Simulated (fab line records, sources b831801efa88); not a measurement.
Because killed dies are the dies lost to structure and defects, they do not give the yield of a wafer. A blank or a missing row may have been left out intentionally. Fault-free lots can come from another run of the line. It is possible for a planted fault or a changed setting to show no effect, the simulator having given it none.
Which tool did it? | flow gf180mcu | 6 lots with 18 wafers sampled at 2 steps, on a route of 602 steps

== WHAT THE GAUGES SHOWED, per wafer ==
GF_VT_IMPLANT_OVL_MEAS_07.
lot  | measured     | on         | VT_IMPLANT_OVL (nm)
L735 | day 5 19:29  | overlay-02 | 1.4 2.9 2.2
L737 | day 6 12:47  | overlay-01 | 0.7 -0.3 2.1
L743 | day 7 23:20  | overlay-01 | -137.8 -136.4 -137.8
L748 | day 9 03:14  | overlay-01 | 0.8 0.5 1.3
L751 | day 9 23:59  | overlay-01 | -0.9 3.9 0.5
L756 | day 11 05:51 | overlay-02 | 2.7 0.7 0.8

== WHAT TOOL EACH LOT RAN ON (gives the tool, then ch and the chambers of the sampled wafers, and finally the start) ==
lot  | GF_VT_IMPLANT_EXPOSE_04
L735 | iline_stepper-02 ch 0, day 5 12:49
L737 | iline_stepper-02 ch 0, day 6 05:38
L743 | iline_stepper-01 ch 0, day 7 15:24
L748 | iline_stepper-02 ch 0, day 8 18:54
L751 | iline_stepper-02 ch 0, day 9 15:32
L756 | iline_stepper-02 ch 0, day 10 20:34
- GF_VT_IMPLANT_EXPOSE_04: exposes mask LVPWELL LV AREA, target cd 600 nm.

== THE ANSWER, worked out from the rows above alone ==
Rule: the lots themselves supply what counts as usual. The widest of any qualifying gaps counts: lots, ordered by their means at a reading, are off when they make up no more than a third of the lots, leave a main group of 4 or more, and stand apart from it by 3 or more times the standard deviation of that group's means. The tables above print the reading to a certain number of digits; a main group whose means all agree to those digits is not used. Also off: a lot with no number at a reading for which 4 or more lots have one. The other lots that the step has rows for count as sound.
Off: at GF_VT_IMPLANT_OVL_MEAS_07 (VT_IMPLANT_OVL), L743. Main group: mean 1.3 nm, sd 0.49.
A tool fits if, at a process step before that reading, it ran every lot that is off, and no sound lot after the first of them. Gauges at GF_VT_IMPLANT_OVL_MEAS_07: tried the same way as those tools. One candidate fits, namely iline_stepper-01 at GF_VT_IMPLANT_EXPOSE_04. It ran no sound lot before its first lot that is off in this sample, so the start can't be narrowed down.

== WHAT THE SIMULATOR HAD PUT IN ==
Scanner matching overlay: iline_stepper-01, from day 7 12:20 on, at GF_VT_IMPLANT_EXPOSE_04. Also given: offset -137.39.
Lots struck among those shown: L743. The rule above reached the same finding.
